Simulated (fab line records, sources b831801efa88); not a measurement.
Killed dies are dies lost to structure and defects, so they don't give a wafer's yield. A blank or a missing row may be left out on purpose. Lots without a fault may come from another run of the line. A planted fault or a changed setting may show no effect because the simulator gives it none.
A struck lot beside a sound one | flow sky130 | 15 steps out of a route of 708
Sound: wafers L344.1, L344.4, L344.6. Struck: wafer L353.4. (L353.1, L353.6 of the same lot were not struck and are left out.) The cause comes at the end.
At each step with rows: each side's tool, then ch and its chambers, then its first start. Under that, the readings that differ: sound wafers | struck wafers | difference of the means | sigmas: that difference in standard deviations of wafers without a fault.
alike: readings whose means differ by less than 2 such deviations, and words and numbers that are the same on both sides. not compared: withheld readings, readings that some wafer has no value for, bounds like >300 that may hide the same value, and numbers for which the record gives no deviation and whose values overlap.
The two part at a step that has a row with sigmas, a row that says differs or no value, or rows on one side only. Numbers that don't overlap but have no deviation are shown without sigmas and don't part them. A reading that every wafer of one side lacks parts them only if that side has two wafers or more.

first, 2 steps without rows for these wafers: SKY_PWDE_PEB_05; SKY_PWDE_DEVELOP_06 (develop time 60 s).
SKY_PWDE_OVL_MEAS_07:
  sound on overlay-01, day 5 13:32; struck on overlay-02, day 7 13:37
  alike: PWDE_OVL
then, 1 step without rows for these wafers: SKY_PWDE_IMPLANT_08.
SKY_PWDE_STRIP_09: strips in O2/N2.
  sound on plasma_asher-02 ch 0, day 5 13:43; struck on plasma_asher-04 ch 0, day 7 13:48
  alike: drypump_motor_current_A, oes_product_au, strip_time_to_endpoint_s
  not compared: rf_hours_counter_h
SKY_PWDE_TW_MEAS_10:
  sound on film_metro-04, day 5 13:49; struck on film_metro-03, day 7 13:54
  alike: PWDE_TW
then, 6 steps without rows for these wafers: SKY_NWELL_DEHYDRATE_03 (time 60 s); SKY_NWELL_HMDS_04 (prime time 60 s); SKY_NWELL_COAT_05 (resist thk 3000 nm); SKY_NWELL_SOFTBAKE_06; SKY_NWELL_EXPOSE_07 (exposes mask NWM, target cd 840 nm); SKY_NWELL_PEB_08.
SKY_NWELL_DEVELOP_09: develop time 60 s.
  sound on litho_track-01 ch 0, day 6 08:00; struck on litho_track-01 ch 0, day 8 09:00
SKY_NWELL_OVL_MEAS_10:
  sound on overlay-02, day 6 08:23; struck on overlay-02, day 8 09:59
  not compared: NWELL_00_OVL
then, 1 step without rows for these wafers: SKY_NWELL_IMPLANT_11.

WHERE THEY PART
Nowhere in this record.

WHY: what the simulator had put in
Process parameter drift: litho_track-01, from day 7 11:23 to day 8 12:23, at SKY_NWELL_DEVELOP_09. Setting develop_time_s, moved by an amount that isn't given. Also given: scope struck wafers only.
